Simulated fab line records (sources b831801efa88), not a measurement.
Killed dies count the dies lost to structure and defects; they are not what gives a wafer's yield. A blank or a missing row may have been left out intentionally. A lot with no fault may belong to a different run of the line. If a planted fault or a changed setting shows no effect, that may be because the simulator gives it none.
Struck lot and sound lot, side by side + flow sky130 + 15 out of 708 route steps
Sound: the wafers L392.2, L392.3, L392.4. Wafers struck: L406.1, L406.2, L406.3. At the end, the cause is stated.
For every step that has rows: the tool of each side, followed by ch and its chambers, followed by its first start. Under that, the readings that differ: sound wafers + struck wafers + difference of the means + sigmas: that difference in standard deviations of wafers without a fault.
alike: a reading whose means differ by less than 2 such deviations, as well as words and numbers matching on both sides. not compared: withheld readings; readings where some wafer has no value; bounds like >300 that might hide an equal value; numbers whose values overlap and for which the record gives no deviation.
The two part at a step that has a row with sigmas, a row that says differs or no value, or rows on one side only. Non-overlapping numbers with no deviation appear without sigmas and do not part them. Lack of a reading on every wafer of one side parts them only where that side has two or more wafers.

first, 5 steps without rows for these wafers: SKY_VT_ADJUST_PCH_COAT_02 (resist thk 3000 nm); SKY_VT_ADJUST_PCH_SOFTBAKE_03; SKY_VT_ADJUST_PCH_EXPOSE_04 (exposes mask NWM, target cd 840 nm); SKY_VT_ADJUST_PCH_PEB_05; SKY_VT_ADJUST_PCH_DEVELOP_06 (develop time 60 s).
SKY_VT_ADJUST_PCH_OVL_MEAS_07:
  sound: overlay-02 at day 10 12:30; struck: overlay-01 at day 14 15:53
  alike: VT_ADJUST_PCH_OVL
then, 1 step without rows for these wafers: SKY_VT_ADJUST_PCH_IMPLANT_08.
SKY_VT_ADJUST_PCH_STRIP_09: strips in O2/N2.
  sound on plasma asher-04 ch 0,1, day 10 12:41; struck on plasma asher-02 ch 0,1, day 14 16:05
  alike: drypump motor current A, oes product au, strip time to endpoint s
  not compared: rf hours counter h
SKY_VT_ADJUST_PCH_TW_MEAS_10:
  sound: film metro-04 at day 10 12:47; struck: film metro-04 at day 14 16:11
  alike: VT_ADJUST_PCH_TW
then, 3 steps without rows for these wafers: SKY_SONOS_TUNNEL_DEHYDRATE_00 (time 60 s); SKY_SONOS_TUNNEL_HMDS_01 (prime time 60 s); SKY_SONOS_TUNNEL_COAT_02 (resist thk 1140 nm).
SKY_SONOS_TUNNEL_SOFTBAKE_03: time 60 s.
  sound on litho track-04 ch 0, day 10 23:48; struck on litho track-03 ch 0, day 15 06:01
| reading                  | sound             | struck            | difference | sigmas |
|--------------------------|-------------------|-------------------|------------|--------|
| heater power total W (W) | 56.55 56.64 56.57 | 55.72 55.74 55.73 | -0.86      | -19    |
| plate temp C (C)         | 90.17 90.11 90.10 | 89.04 89.08 89.18 | -1.03      | -8     |
then, 1 step without rows for these wafers: SKY_SONOS_TUNNEL_EXPOSE_04 (exposes mask TUNM, target cd 410 nm).
-- a jump in the record: the struck wafers' starts before and after are 34 days apart (it breaks off in module SONOS_TUNNEL and resumes in module PAD_OPEN, where the first step shown is number 708 of the route) --
SKY_PAD_OPEN_PROBE_99:
  the record has rows for the struck wafers here (prober-02, day 49 01:22) and none for the sound ones

WHERE THEY PART
At SKY_SONOS_TUNNEL_SOFTBAKE_03 first; at SKY_PAD_OPEN_PROBE_99 last (within this record only).

WHY: whatever the simulator had introduced
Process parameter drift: litho track-03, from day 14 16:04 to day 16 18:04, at SKY_SONOS_TUNNEL_SOFTBAKE_03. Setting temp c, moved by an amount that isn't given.
